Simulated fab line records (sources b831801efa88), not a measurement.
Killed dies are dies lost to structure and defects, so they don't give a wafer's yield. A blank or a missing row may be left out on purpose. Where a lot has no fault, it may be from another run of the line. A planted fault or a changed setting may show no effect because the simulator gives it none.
What tool caused it? :: flow sky130 :: 12 lots, 36 wafers sampled, at 4 steps of a route of 708

WHAT THE GAUGES READ, wafer by wafer
The record holds no reading of a measuring or inspecting step that can be judged against a usual standard deviation.

TOOL THAT RAN EACH LOT (tool first, then ch and the chambers of the sampled wafers, then the start)
lot: L264
SKY_LDD_HVN_STRIP_09: plasmaAsher-03 ch 0,1, day 20 02:01
SKY_SD_N_RTA_14: rtpAnneal-02 ch 0, day 27 16:04
SKY_LI_CONTACT_SPUTTER_20: pvdSputter-04, day 28 21:44
SKY_LI_CONTACT_CMP_24: cmp-02 ch 0,2,3, day 28 22:07

lot: L267
SKY_LDD_HVN_STRIP_09: plasmaAsher-01 ch 0,1, day 21 09:12
SKY_SD_N_RTA_14: rtpAnneal-01 ch 0, day 28 19:56
SKY_LI_CONTACT_SPUTTER_20: pvdSputter-04, day 30 01:21
SKY_LI_CONTACT_CMP_24: cmp-02 ch 0,1,3, day 30 01:49

lot: L268
SKY_LDD_HVN_STRIP_09: plasmaAsher-02 ch 0,1, day 21 17:58
SKY_SD_N_RTA_14: rtpAnneal-02 ch 0, day 29 02:45
SKY_LI_CONTACT_SPUTTER_20: pvdSputter-01, day 30 07:43
SKY_LI_CONTACT_CMP_24: cmp-02 ch 0,2, day 30 08:05

lot: L269
SKY_LDD_HVN_STRIP_09: plasmaAsher-01 ch 0,1, day 22 11:01
SKY_SD_N_RTA_14: rtpAnneal-01 ch 0, day 29 20:12
SKY_LI_CONTACT_SPUTTER_20: pvdSputter-04, day 31 08:43
SKY_LI_CONTACT_CMP_24: cmp-02 ch 1,2,3, day 31 09:16

lot: L270
SKY_LDD_HVN_STRIP_09: plasmaAsher-02 ch 0,1, day 22 14:58
SKY_SD_N_RTA_14: rtpAnneal-02 ch 0, day 29 22:16
SKY_LI_CONTACT_SPUTTER_20: pvdSputter-02, day 31 09:46
SKY_LI_CONTACT_CMP_24: cmp-02 ch 0,3, day 31 10:11

lot: L272
SKY_LDD_HVN_STRIP_09: plasmaAsher-03 ch 0,1, day 23 22:37
SKY_SD_N_RTA_14: rtpAnneal-01 ch 0, day 31 10:26
SKY_LI_CONTACT_SPUTTER_20: pvdSputter-04, day 32 15:03
SKY_LI_CONTACT_CMP_24: cmp-01 ch 0,1,3, day 32 15:32

lot: L273
SKY_LDD_HVN_STRIP_09: plasmaAsher-01 ch 0, day 24 05:46
SKY_SD_N_RTA_14: rtpAnneal-02 ch 0, day 31 13:34
SKY_LI_CONTACT_SPUTTER_20: pvdSputter-01, day 32 18:20
SKY_LI_CONTACT_CMP_24: cmp-01 ch 0,3, day 32 18:43

lot: L277
SKY_LDD_HVN_STRIP_09: plasmaAsher-01 ch 0,1, day 25 00:58
SKY_SD_N_RTA_14: rtpAnneal-01 ch 0, day 32 08:09
SKY_LI_CONTACT_SPUTTER_20: pvdSputter-04, day 33 11:54
SKY_LI_CONTACT_CMP_24: cmp-01 ch 0,3, day 33 12:19

lot: L279
SKY_LDD_HVN_STRIP_09: plasmaAsher-02 ch 0,1, day 25 14:51
SKY_SD_N_RTA_14: rtpAnneal-01 ch 0, day 32 18:13
SKY_LI_CONTACT_SPUTTER_20: pvdSputter-04, day 33 22:58
SKY_LI_CONTACT_CMP_24: cmp-02 ch 1,2, day 33 23:19

lot: L282
SKY_LDD_HVN_STRIP_09: plasmaAsher-02 ch 0,1, day 26 13:28
SKY_SD_N_RTA_14: rtpAnneal-02 ch 0, day 33 15:57
SKY_LI_CONTACT_SPUTTER_20: pvdSputter-01, day 34 19:38
SKY_LI_CONTACT_CMP_24: cmp-02 ch 1,2,3, day 34 20:00

lot: L284
SKY_LDD_HVN_STRIP_09: plasmaAsher-03 ch 0,1, day 27 11:58
SKY_SD_N_RTA_14: rtpAnneal-02 ch 0, day 34 13:39
SKY_LI_CONTACT_SPUTTER_20: pvdSputter-02, day 35 17:38
SKY_LI_CONTACT_CMP_24: cmp-01 ch 2,3, day 35 18:03

lot: L286
SKY_LDD_HVN_STRIP_09: plasmaAsher-01 ch 0,1, day 27 19:55
SKY_SD_N_RTA_14: rtpAnneal-02 ch 0, day 34 18:01
SKY_LI_CONTACT_SPUTTER_20: pvdSputter-01, day 35 21:11
SKY_LI_CONTACT_CMP_24: cmp-02 ch 0,1,3, day 35 21:39
- SKY_LDD_HVN_STRIP_09: strips in O2/N2.
- SKY_SD_N_RTA_14: time 2 s.
- SKY_LI_CONTACT_SPUTTER_20: material TiN, target thk 20 nm, time 80 s.
- SKY_LI_CONTACT_CMP_24: polishes, stops on PSG, t overpolish 19.19 s, target thk 0 nm.

AS READ BY THE TOOLS THEMSELVES (means over the sampled wafers that have a number; for cases with no such wafer, the mark the record gives instead)
SKY_LDD_HVN_STRIP_09.
lot: L264
tool: plasmaAsher-03
drypumpMotorCurrentA (A): 5.7
n2FlowSccm (sccm): 299.6
oesProductAu (a.u.): 0.411
stripTimeToEndpointS (s): 4.128

lot: L267
tool: plasmaAsher-01
drypumpMotorCurrentA (A): 5.9
n2FlowSccm (sccm): 299.7
oesProductAu (a.u.): 0.410
stripTimeToEndpointS (s): 4.133

lot: L268
tool: plasmaAsher-02
drypumpMotorCurrentA (A): 5.6
n2FlowSccm (sccm): 299.0
oesProductAu (a.u.): 0.408
stripTimeToEndpointS (s): 4.148

lot: L269
tool: plasmaAsher-01
drypumpMotorCurrentA (A): 5.5
n2FlowSccm (sccm): 300.0
oesProductAu (a.u.): 0.412
stripTimeToEndpointS (s): 4.155

lot: L270
tool: plasmaAsher-02
drypumpMotorCurrentA (A): 5.6
n2FlowSccm (sccm): 299.8
oesProductAu (a.u.): 0.405
stripTimeToEndpointS (s): 4.150

lot: L272
tool: plasmaAsher-03
drypumpMotorCurrentA (A): 5.7
n2FlowSccm (sccm): 299.8
oesProductAu (a.u.): 0.406
stripTimeToEndpointS (s): 4.134

lot: L273
tool: plasmaAsher-01
drypumpMotorCurrentA (A): 5.2
n2FlowSccm (sccm): 299.3
oesProductAu (a.u.): 0.408
stripTimeToEndpointS (s): 4.150

lot: L277
tool: plasmaAsher-01
drypumpMotorCurrentA (A): 5.5
n2FlowSccm (sccm): 300.5
oesProductAu (a.u.): 0.413
stripTimeToEndpointS (s): 4.129

lot: L279
tool: plasmaAsher-02
drypumpMotorCurrentA (A): 5.4
n2FlowSccm (sccm): 300.7
oesProductAu (a.u.): 0.411
stripTimeToEndpointS (s): 4.159

lot: L282
tool: plasmaAsher-02
drypumpMotorCurrentA (A): 5.4
n2FlowSccm (sccm): 299.9
oesProductAu (a.u.): 0.409
stripTimeToEndpointS (s): 4.143

lot: L284
tool: plasmaAsher-03
drypumpMotorCurrentA (A): 5.6
n2FlowSccm (sccm): 300.7
oesProductAu (a.u.): 0.410
stripTimeToEndpointS (s): 4.157

lot: L286
tool: plasmaAsher-01
drypumpMotorCurrentA (A): 5.9
n2FlowSccm (sccm): 299.4
oesProductAu (a.u.): 0.405
stripTimeToEndpointS (s): 4.160

SKY_SD_N_RTA_14.
lot: L264
tool: rtpAnneal-02
lampPowerPct (%): 15.73
rampDownCPerS: 89.992
wafer_temp_C_max: 1078.8

lot: L267
tool: rtpAnneal-01
lampPowerPct (%): 15.77
rampDownCPerS: 90.003
wafer_temp_C_max: 1080.4

lot: L268
tool: rtpAnneal-02
lampPowerPct (%): 15.75
rampDownCPerS: 89.991
wafer_temp_C_max: 1077.2

lot: L269
tool: rtpAnneal-01
lampPowerPct (%): 15.71
rampDownCPerS: 90.011
wafer_temp_C_max: 1078.0

lot: L270
tool: rtpAnneal-02
lampPowerPct (%): 15.71
rampDownCPerS: 90.004
wafer_temp_C_max: 1079.4

lot: L272
tool: rtpAnneal-01
lampPowerPct (%): 15.76
rampDownCPerS: 90.000
wafer_temp_C_max: 1079.0

lot: L273
tool: rtpAnneal-02
lampPowerPct (%): 15.76
rampDownCPerS: 90.018
wafer_temp_C_max: 1077.9

lot: L277
tool: rtpAnneal-01
lampPowerPct (%): 15.77
rampDownCPerS: 35.995
wafer_temp_C_max: 1077.1

lot: L279
tool: rtpAnneal-01
lampPowerPct (%): 15.74
rampDownCPerS: 35.991
wafer_temp_C_max: 1078.6

lot: L282
tool: rtpAnneal-02
lampPowerPct (%): 15.74
rampDownCPerS: 89.997
wafer_temp_C_max: 1078.1

lot: L284
tool: rtpAnneal-02
lampPowerPct (%): 15.76
rampDownCPerS: 90.022
wafer_temp_C_max: 1078.0

lot: L286
tool: rtpAnneal-02
lampPowerPct (%): 15.76
rampDownCPerS: 89.998
wafer_temp_C_max: 1077.3

SKY_LI_CONTACT_SPUTTER_20.
lot: L264
tool: pvdSputter-04
throttleValvePct (%): 30.3

lot: L267
tool: pvdSputter-04
throttleValvePct (%): 30.1

lot: L268
tool: pvdSputter-01
throttleValvePct (%): 28.4

lot: L269
tool: pvdSputter-04
throttleValvePct (%): 30.1

lot: L270
tool: pvdSputter-02
throttleValvePct (%): 30.7

lot: L272
tool: pvdSputter-04
throttleValvePct (%): 30.2

lot: L273
tool: pvdSputter-01
throttleValvePct (%): 28.3

lot: L277
tool: pvdSputter-04
throttleValvePct (%): 30.7

lot: L279
tool: pvdSputter-04
throttleValvePct (%): 30.2

lot: L282
tool: pvdSputter-01
throttleValvePct (%): 28.2

lot: L284
tool: pvdSputter-02
throttleValvePct (%): 30.5

lot: L286
tool: pvdSputter-01
throttleValvePct (%): 27.9

SKY_LI_CONTACT_CMP_24.
lot: L264
tool: cmp-02
motorCurrentA (A): 11.2
overpolishRunS (s): 19.190
timeToEndpointS (s): 98

lot: L267
tool: cmp-02
motorCurrentA (A): 10.3
overpolishRunS (s): 19.182
timeToEndpointS (s): 99

lot: L268
tool: cmp-02
motorCurrentA (A): 10.7
overpolishRunS (s): 19.195
timeToEndpointS (s): 97

lot: L269
tool: cmp-02
motorCurrentA (A): 10.5
overpolishRunS (s): 19.192
timeToEndpointS (s): 94

lot: L270
tool: cmp-02
motorCurrentA (A): 10.8
overpolishRunS (s): 19.184
timeToEndpointS (s): 97

lot: L272
tool: cmp-01
motorCurrentA (A): 10.6
overpolishRunS (s): 19.185
timeToEndpointS (s): 95

lot: L273
tool: cmp-01
motorCurrentA (A): 11.6
overpolishRunS (s): 19.189
timeToEndpointS (s): 99

lot: L277
tool: cmp-01
motorCurrentA (A): 11.8
overpolishRunS (s): 19.188
timeToEndpointS (s): 94

lot: L279
tool: cmp-02
motorCurrentA (A): 10.5
overpolishRunS (s): 19.203
timeToEndpointS (s): 98

lot: L282
tool: cmp-02
motorCurrentA (A): 10.6
overpolishRunS (s): 19.194
timeToEndpointS (s): 98

lot: L284
tool: cmp-01
motorCurrentA (A): 12.2
overpolishRunS (s): 19.189
timeToEndpointS (s): 98

lot: L286
tool: cmp-02
motorCurrentA (A): 10.5
overpolishRunS (s): 19.187
timeToEndpointS (s): 96

THE ANSWER, worked out from the rows above alone
Rule: the lots themselves supply what counts as usual. Put in order of their means at a reading, lots are off if they are a third of the lots or fewer, leave a main group of 4 or more, and stand apart from it by a gap of 3 or more times the standard deviation of the main group's means; of several such gaps the widest counts. The tables above print the reading to a certain number of digits; a main group whose means all agree to those digits is not used. A lot without any number at a reading at which 4 lots or more have one is off too. Any other lot the step has rows for is counted as sound. After the gauges, taken in route order, come the tools' own readings; for these a lot's mean is taken, as printed above. At the first step where some lot is off, the reading lying furthest off is the one used; lots without a number count as furthest.
Off: L277, L279 (SKY_SD_N_RTA_14, rampDownCPerS). For the main group the mean is 90.004 and the standard deviation 0.0099.
A tool fits if, at that step or a process step before it, it ran every lot that is off, and no sound lot after the first of them. One fits: SKY_SD_N_RTA_14 on rtpAnneal-01. A fault onset in the window from L272 (day 31 10:26, its last sound lot) to L277 (day 32 08:09, its first lot off) fits.
The tool's own readings at SKY_SD_N_RTA_14 bear it out: on the lots that are off they differ by more than 5 times the standard deviation of the sound lots' means. rampDownCPerS reads 35.993 there against 90.004 on the sound lots.

WHAT THE SIMULATOR HAD INSERTED
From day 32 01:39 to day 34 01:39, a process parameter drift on rtpAnneal-01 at SKY_SD_N_RTA_14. The setting rampDownCPerS was moved by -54, starting from 90. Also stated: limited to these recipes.
Lots struck among those shown: L277, L279. The rule given above showed the same thing.
